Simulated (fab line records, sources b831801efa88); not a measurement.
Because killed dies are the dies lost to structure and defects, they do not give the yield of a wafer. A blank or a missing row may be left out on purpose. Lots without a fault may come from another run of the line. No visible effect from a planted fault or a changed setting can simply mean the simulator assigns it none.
Which tool did it? :: flow sky130 :: 10 lots, 30 wafers sampled, at 3 steps of a route of 708

## WHAT EACH GAUGE READ, for each wafer
SKY_LI_CONTACT_RS_MEAS_22: measurement is done with a four-point probe.
lot: L393
measured: day 29 01:44
on: film_metro-03
LI_CONTACT_W_RS (ohm/sq): 0.286 0.287 0.286

lot: L395
measured: day 30 02:14
on: film_metro-03
LI_CONTACT_W_RS (ohm/sq): 0.284 0.283 0.281

lot: L396
measured: day 30 12:00
on: film_metro-01
LI_CONTACT_W_RS (ohm/sq): 0.282 0.284 0.287

lot: L399
measured: day 31 20:16
on: film_metro-03
LI_CONTACT_W_RS (ohm/sq): 0.280 0.280 0.286

lot: L403
measured: day 33 02:51
on: film_metro-01
LI_CONTACT_W_RS (ohm/sq): 0.284 0.518 0.283 0.285 0.518 0.283

lot: L404
measured: day 33 06:37
on: film_metro-04
LI_CONTACT_W_RS (ohm/sq): 0.500 0.283 0.502 0.500 0.282 0.502

lot: L412
measured: day 35 12:39
on: film_metro-03
LI_CONTACT_W_RS (ohm/sq): 0.284 0.282 0.283

lot: L414
measured: day 36 05:22
on: film_metro-03
LI_CONTACT_W_RS (ohm/sq): 0.296 0.297 0.295

lot: L415
measured: day 36 08:41
on: film_metro-03
LI_CONTACT_W_RS (ohm/sq): 0.289 0.288 0.286

lot: L416
measured: day 36 14:41
on: film_metro-01
LI_CONTACT_W_RS (ohm/sq): 0.278 0.280 0.277

## WHAT TOOL EACH LOT RAN ON (gives the tool, then ch and the chambers of the sampled wafers, and finally the start)
lot: L393
SKY_SD_P_STRIP_10: plasma_asher-01 ch 0,1, day 25 07:38
SKY_LI_CONTACT_CVD_21: cvd_w-02 ch 0,1, day 29 01:36

lot: L395
SKY_SD_P_STRIP_10: plasma_asher-02 ch 0,1, day 26 09:18
SKY_LI_CONTACT_CVD_21: cvd_w-02 ch 0,1, day 30 02:06

lot: L396
SKY_SD_P_STRIP_10: plasma_asher-02 ch 1, day 26 19:25
SKY_LI_CONTACT_CVD_21: cvd_w-01 ch 0,1, day 30 11:52

lot: L399
SKY_SD_P_STRIP_10: plasma_asher-02 ch 0,1, day 28 05:07
SKY_LI_CONTACT_CVD_21: cvd_w-02 ch 0,1, day 31 20:09

lot: L403
SKY_SD_P_STRIP_10: plasma_asher-03 ch 0,1, day 29 13:19
SKY_LI_CONTACT_CVD_21: cvd_w-02 ch 0,1, day 33 02:43

lot: L404
SKY_SD_P_STRIP_10: plasma_asher-01 ch 0,1, day 29 18:28
SKY_LI_CONTACT_CVD_21: cvd_w-02 ch 0,1, day 33 06:28

lot: L412
SKY_SD_P_STRIP_10: plasma_asher-01 ch 1, day 32 03:22
SKY_LI_CONTACT_CVD_21: cvd_w-02 ch 0, day 35 12:31

lot: L414
SKY_SD_P_STRIP_10: plasma_asher-01 ch 0,1, day 32 18:35
SKY_LI_CONTACT_CVD_21: cvd_w-01 ch 0, day 36 05:13

lot: L415
SKY_SD_P_STRIP_10: plasma_asher-03 ch 0,1, day 32 22:44
SKY_LI_CONTACT_CVD_21: cvd_w-02 ch 0,1, day 36 08:34

lot: L416
SKY_SD_P_STRIP_10: plasma_asher-02 ch 0,1, day 33 05:57
SKY_LI_CONTACT_CVD_21: cvd_w-02 ch 0,1, day 36 14:32
- SKY_SD_P_STRIP_10: strips in O2/N2.
- SKY_LI_CONTACT_CVD_21: deposits W, target thk 400 nm, time 120.56 s.

## THE ANSWER, worked out from the rows above alone
Rule: what is usual is taken from the lots themselves. The widest of any qualifying gaps counts: lots, ordered by their means at a reading, are off when they make up no more than a third of the lots, leave a main group of 4 or more, and stand apart from it by 3 or more times the standard deviation of that group's means. If all means in a main group match to the digits the tables above print for the reading, that group is not used. Also off: a lot with no number at a reading for which 4 or more lots have one. Where the step has rows for the other lots, those lots are counted as sound.
Off: at SKY_LI_CONTACT_RS_MEAS_22 (LI_CONTACT_W_RS), L403, L404. For the main group the mean is 0.285 ohm/sq and the standard deviation 0.0049.
A tool fits if, at a process step before that reading, it ran every lot that is off, and no sound lot after the first of them. Those tools and the gauges at SKY_LI_CONTACT_RS_MEAS_22 are tried in the same way. No candidate that was tried fits.

## WHAT THE SIMULATOR HAD PUT IN
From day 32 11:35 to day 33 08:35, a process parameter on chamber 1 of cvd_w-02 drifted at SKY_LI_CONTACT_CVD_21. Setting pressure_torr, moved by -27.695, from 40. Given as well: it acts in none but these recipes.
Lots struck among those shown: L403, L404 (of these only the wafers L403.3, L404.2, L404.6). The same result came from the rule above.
